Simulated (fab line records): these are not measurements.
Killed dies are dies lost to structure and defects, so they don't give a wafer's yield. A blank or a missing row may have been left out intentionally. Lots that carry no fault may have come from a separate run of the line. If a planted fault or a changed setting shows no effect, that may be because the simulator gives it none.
fab line records	flow gf180mcu
[record] lots = 14	wafers = 42	last-day = 34
route steps=602 shown STI@13 NSD@241 M1@320 V1@339
lots that met no fault: from a run of the same line without faults
start-h: the number of hours between the record's first day and the start of the first shown wafer of the lot	wait-h: how many hours have passed since the lot's step before this one	" identical to the entry in the row above	L1.1+2: one row covering several wafers at once	- no value, or no start was given	* or withheld: withheld	< > ~ a bound
route shown NAME@n: names a module that has steps shown in the file, with the first one's number in the route	usual: the fault-free wafers' mean and standard deviation	same: alike in all rows	chamber/n: place in a boat	sites: the reading at each site	_std_site: standard deviation across them	_edge_site: inner sites' mean taken away from outer sites' mean	radius-mm: how far each site lies from the wafer's centre	mask NAME#n: copy n	behind: the last tool/chamber to shape the wafer	hold: what put the lot on hold/how long, in hours/how the hold closed	device: which transistor (n, p or np) failed to switch	end of line: tests run on the same wafers once the route is complete	step lacking rows: just its recipe	killed: the dies lost at the first sort to structure and to defects; this is not the yield of the wafer	map: shows each die of a wafer: x if killed, . if not, _ if none is there
set.NAME: the setting as run; set.NAME@STEP: as run at that earlier step	model.NAME: the simulator's own value behind a step, which no gauge read
route steps across a sampled set of lots; one table per step, one row per wafer
services: the hour from which a tool's chamber was out of use, counted from the record's first day as start-h (under 0 if before that day), plus the number of hours and why
[[steps]]
[step GF_STI_CD_MEAS_12]
[recipe] target-cd-nm = 220
[usual] cd-nm = 219.8/1.2
lot.wafer	tool	chamber	start-h	wait-h	cd-nm
L434.2	cd-sem-02	-	25.43	0.1	220.9
L434.4	"	-	"	"	221.7
L434.5	"	-	"	"	222.5
L437.2	cd-sem-02	-	45.01	0.1	219.0
L437.3	"	-	"	"	219.6
L437.6	"	-	"	"	218.5
L438.2	cd-sem-01	-	47.08	0.1	219.7
L438.4	"	-	"	"	220.4
L438.6	"	-	"	"	220.0
L441.1	cd-sem-02	-	62.26	0.1	220.3
L441.4	"	-	"	"	220.5
L441.5	"	-	"	"	219.1
L443.1	cd-sem-01	-	71.59	0.1	219.3
L443.2	"	-	"	"	217.3
L443.5	"	-	"	"	218.9
L445.1	cd-sem-01	-	82.86	0.1	218.9
L445.3	"	-	"	"	219.5
L445.5	"	-	"	"	219.5
L449.3	cd-sem-01	-	101.89	0.1	222.4
L449.4	"	-	"	"	221.6
L449.5	"	-	"	"	222.9
L450.3	cd-sem-02	-	107.88	0.1	220.0
L450.5	"	-	"	"	220.3
L450.6	"	-	"	"	221.1
L452.1	cd-sem-02	-	118.70	0.1	218.7
L452.4	"	-	"	"	218.5
L452.5	"	-	"	"	218.8
L453.1	cd-sem-01	-	122.90	0.1	219.8
L453.3	"	-	"	"	221.3
L453.6	"	-	"	"	220.2
L454.1	cd-sem-01	-	127.91	0.1	219.1
L454.3	"	-	"	"	217.9
L454.6	"	-	"	"	218.4
L455.1	cd-sem-02	-	133.81	0.1	219.2
L455.2	"	-	"	"	218.7
L455.4	"	-	"	"	218.1
L456.2	cd-sem-02	-	139.48	0.1	222.3
L456.3	"	-	"	"	221.3
L456.4	"	-	"	"	220.2
L457.3	cd-sem-01	-	143.53	0.1	221.7
L457.5	"	-	"	"	221.9
L457.6	"	-	"	"	220.7
[step GF_NSD_DEVELOP_06]
[recipe] develop-time-s = 60	dev-temp-c = 23
[usual] developer-temp-C = 23.03/0.11
lot.wafer	tool	chamber	start-h	wait-h	developer-temp-C
L434.2	litho-track-01	0	300.56	0.1	23.03
L434.4	"	0	"	"	23.09
L434.5	"	0	"	"	23.11
L437.2	litho-track-01	0	324.26	0.1	23.25
L437.3	"	0	"	"	23.07
L437.6	"	0	"	"	23.18
L438.2	litho-track-02	0	332.98	0.1	23.17
L438.4	"	0	"	"	23.07
L438.6	"	0	"	"	22.93
L441.1	litho-track-02	0	360.55	0.1	23.20
L441.4	"	0	"	"	23.11
L441.5	"	0	"	"	23.12
L443.1	litho-track-02	0	367.50	0.1	23.20
L443.2	"	0	"	"	22.99
L443.5	"	0	"	"	22.93
L445.1	litho-track-03	0	382.76	0.1	22.89
L445.3	"	0	"	"	22.97
L445.5	"	0	"	"	22.98
L449.3	litho-track-01	0	419.84	0.1	22.81
L449.4	"	0	"	"	22.93
L449.5	"	0	"	"	22.82
L450.3	litho-track-03	0	423.95	0.1	22.99
L450.5	"	0	"	"	23.08
L450.6	"	0	"	"	23.00
L452.1	litho-track-01	0	449.94	0.1	23.11
L452.4	"	0	"	"	23.12
L452.5	"	0	"	"	23.05
L453.1	litho-track-02	0	452.70	0.1	23.01
L453.3	"	0	"	"	22.80
L453.6	"	0	"	"	23.03
L454.1	litho-track-02	0	458.95	0.1	22.97
L454.3	"	0	"	"	23.03
L454.6	"	0	"	"	22.90
L455.1	litho-track-02	0	469.90	0.1	22.84
L455.2	"	0	"	"	23.00
L455.4	"	0	"	"	23.02
L456.2	litho-track-01	0	480.16	0.1	22.99
L456.3	"	0	"	"	23.11
L456.4	"	0	"	"	23.04
L457.3	litho-track-03	0	486.70	0.1	23.23
L457.5	"	0	"	"	23.14
L457.6	"	0	"	"	23.05
[step GF_NSD_CD_MEAS_07]
[recipe] target-cd-nm = 400
[usual] cd-nm = 400.4/2.5
lot.wafer	tool	chamber	start-h	wait-h	hold	cd-nm
L434.2	cd-sem-02	-	300.71	0.1	-	405.8
L434.4	"	-	"	"	-	404.8
L434.5	"	-	"	"	-	407.5
L437.2	cd-sem-01	-	324.41	0.1	-	404.5
L437.3	"	-	"	"	-	402.8
L437.6	"	-	"	"	-	403.1
L438.2	cd-sem-01	-	333.12	0.1	-	398.9
L438.4	"	-	"	"	-	400.5
L438.6	"	-	"	"	-	397.9
L441.1	cd-sem-01	-	360.70	0.1	await-dispo/0.2h/release	279.5
L441.4	"	-	"	"	await-dispo/0.2h/release	281.6
L441.5	"	-	"	"	await-dispo/0.2h/release	281.2
L441.1	cd-sem-01	-	360.99	0.3	-	279.9
L441.4	"	-	"	"	-	281.8
L441.5	"	-	"	"	-	281.1
L443.1	cd-sem-01	-	367.65	0.1	await-dispo/0.2h/release	281.8
L443.2	"	-	"	"	await-dispo/0.2h/release	280.5
L443.5	"	-	"	"	await-dispo/0.2h/release	277.6
L443.1	cd-sem-01	-	367.94	0.3	-	282.4
L443.2	"	-	"	"	-	280.4
L443.5	"	-	"	"	-	277.7
L445.1	cd-sem-01	-	382.91	0.1	-	401.2
L445.3	"	-	"	"	-	402.8
L445.5	"	-	"	"	-	401.7
L449.3	cd-sem-02	-	419.98	0.1	-	396.5
L449.4	"	-	"	"	-	396.8
L449.5	"	-	"	"	-	397.9
L450.3	cd-sem-02	-	424.09	0.1	-	396.6
L450.5	"	-	"	"	-	394.2
L450.6	"	-	"	"	-	397.1
L452.1	cd-sem-02	-	450.09	0.1	-	401.3
L452.4	"	-	"	"	-	403.6
L452.5	"	-	"	"	-	403.1
L453.1	cd-sem-02	-	452.85	0.1	-	399.1
L453.3	"	-	"	"	-	397.5
L453.6	"	-	"	"	-	399.3
L454.1	cd-sem-01	-	459.10	0.1	-	400.6
L454.3	"	-	"	"	-	402.6
L454.6	"	-	"	"	-	402.9
L455.1	cd-sem-02	-	470.17	0.2	-	402.0
L455.2	"	-	"	"	-	403.2
L455.4	"	-	"	"	-	402.9
L456.2	cd-sem-02	-	480.31	0.1	-	401.8
L456.3	"	-	"	"	-	398.9
L456.4	"	-	"	"	-	402.6
L457.3	cd-sem-01	-	486.84	0.1	-	399.5
L457.5	"	-	"	"	-	398.9
L457.6	"	-	"	"	-	400.6
[step GF_M1_RS_MEAS_05]
[recipe] thk-meas-gauge = four-point-probe	reads = TiN_of_M1_SPUTTER_04+Ti_of_M1_SPUTTER_03+AlCu_of_M1_SPUTTER_02+TiN_of_M1_SPUTTER_01+Ti_of_M1_SPUTTER_00
[usual] M1_ALCU_RS = 0.0695/0.00082
lot.wafer	tool	chamber	start-h	wait-h	M1_ALCU_RS[ohm/sq]
L434.2	film-metro-02	-	368.52	0.0	0.0702
L434.4	"	-	"	"	0.0705
L434.5	"	-	"	"	0.0698
L437.2	film-metro-02	-	394.86	0.0	0.0687
L437.3	"	-	"	"	0.0704
L437.6	"	-	"	"	0.0688
L438.2	film-metro-02	-	403.75	0.0	0.0692
L438.4	"	-	"	"	0.0708
L438.6	"	-	"	"	0.0696
L445.1	film-metro-02	-	458.42	0.0	0.0690
L445.3	"	-	"	"	0.0691
L445.5	"	-	"	"	0.0692
L449.3	film-metro-01	-	496.51	0.1	0.0694
L449.4	"	-	"	"	0.0687
L449.5	"	-	"	"	0.0699
L450.3	film-metro-02	-	500.74	0.1	0.0695
L450.5	"	-	"	"	0.0702
L450.6	"	-	"	"	0.0691
L452.1	film-metro-02	-	526.37	0.0	0.0699
L452.4	"	-	"	"	0.0691
L452.5	"	-	"	"	0.0693
L453.1	film-metro-01	-	527.17	0.0	0.0698
L453.3	"	-	"	"	0.0695
L453.6	"	-	"	"	0.0689
L454.1	film-metro-01	-	533.72	0.0	0.0699
L454.3	"	-	"	"	0.0693
L454.6	"	-	"	"	0.0698
L455.1	film-metro-04	-	544.51	0.1	0.0697
L455.2	"	-	"	"	0.0703
L455.4	"	-	"	"	0.0690
L456.2	film-metro-01	-	554.53	0.0	0.0702
L456.3	"	-	"	"	0.0694
L456.4	"	-	"	"	0.0702
L457.3	film-metro-02	-	559.72	0.1	0.0696
L457.5	"	-	"	"	0.0686
L457.6	"	-	"	"	0.0697
[step GF_V1_CMP_04]
[recipe] material = SiO2	down-force-psi = 4	platen-rpm = 60	pad-velocity-m-s = 0.94248
[usual] motor-current-A = 12.4/1.3	time-to-endpoint-s = 85/5.3
lot.wafer	tool	chamber	start-h	wait-h	motor-current-A	time-to-endpoint-s
L434.4	cmp-01	1	392.46	0.1	12.9	89
L434.2	"	2	"	"	14.2	81
L434.5	"	0	"	"	12.3	77
L437.2	cmp-01	2	420.08	0.0	14.5	82
L437.3	"	3	"	"	14.9	83
L437.6	"	3	"	"	13.7	82
L438.4	cmp-02	3	428.70	0.1	12.5	88
L438.2	"	0	"	"	10.8	81
L438.6	"	3	"	"	12.4	82
L445.1	cmp-01	1	483.94	0.1	11.9	82
L445.3	"	2	"	"	14.5	87
L445.5	"	1	"	"	11.9	84
L449.3	cmp-02	0	520.95	0.1	10.3	88
L449.4	"	1	"	"	11.7	93
L449.5	"	3	"	"	11.5	86
L450.3	cmp-02	2	524.63	0.1	10.1	85
L450.5	"	0	"	"	10.7	87
L450.6	"	1	"	"	12.6	95
L452.1	cmp-01	2	549.87	0.1	14.2	91
L452.4	"	3	"	"	14.2	93
L452.5	"	2	"	"	14.1	98
L453.3	cmp-02	1	550.74	0.0	12.2	89
L453.1	"	0	"	"	10.9	82
L453.6	"	2	"	"	10.8	88
L454.3	cmp-01	1	557.07	0.0	11.8	84
L454.1	"	3	"	"	14.0	86
L454.6	"	2	"	"	13.4	94
L455.2	cmp-01	0	567.54	0.0	12.1	85
L455.1	"	1	"	"	12.7	88
L455.4	"	2	"	"	14.2	98
L456.4	cmp-01	0	577.96	0.0	11.9	81
L456.3	"	1	"	"	12.3	78
L456.2	"	2	"	"	14.7	89
L457.3	cmp-02	0	582.23	0.0	10.7	76
L457.6	"	0	"	"	11.0	85
L457.5	"	1	"	"	11.9	88
[[services]]
tool	chamber	start-h	hours	kind
cmp-01	-	293.90	0.2	repair
cmp-01	-	300.38	0.5	repair
cmp-01	-	310.57	1.1	repair
cmp-01	-	321.01	13.0	pm
cmp-02	-	334.50	3.6	pm
cmp-02	-	338.74	0.2	repair
cmp-02	-	340.34	0.9	repair
cmp-01	-	355.71	2.1	pm
cmp-02	-	393.77	2.0	repair
cmp-01	-	404.00	4.0	pm
litho-track-03	-	405.60	-	consumable-replace:filter
cmp-01	-	408.00	-	consumable-replace:conditioner
cmp-01	-	408.00	-	consumable-replace:pad
cmp-02	-	418.90	2.2	repair
cmp-02	-	463.71	5.8	repair
cmp-01	-	502.80	0.3	repair
cmp-02	-	513.81	1.1	repair
cmp-02	-	558.10	5.1	repair
cmp-02	-	572.03	4.0	pm
litho-track-03	-	574.00	-	consumable-replace:filter
cmp-02	-	576.03	-	consumable-replace:conditioner
cmp-02	-	576.03	-	consumable-replace:pad
[[key]]
[first-sign] step = GF_NSD_CD_MEAS_07	reading = visit	direction = added
[effect] step = GF_NSD_CD_MEAS_07	reading = cd-nm	direction = down	sigmas = 49	usual = 400.4	struck = 280.4
met-at GF_NSD_DEVELOP_06
struck-lots L441,L443
scrapped-behind GF_NSD_CD_MEAS_07 L441.1,L441.4,L441.5,L443.1,L443.2,L443.5
not-acting-at GF_STI_CD_MEAS_12,GF_M1_RS_MEAS_05,GF_V1_CMP_04
onset-between 332.98 360.55
[fault] kind = process-parameter-drift	tool = litho-track-02	chamber = -	onset-h = 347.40	steps = GF_NSD_DEVELOP_06	channel = develop-time-s	offset = *	shape = step	end-h = 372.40	acts-in = *	stated = *
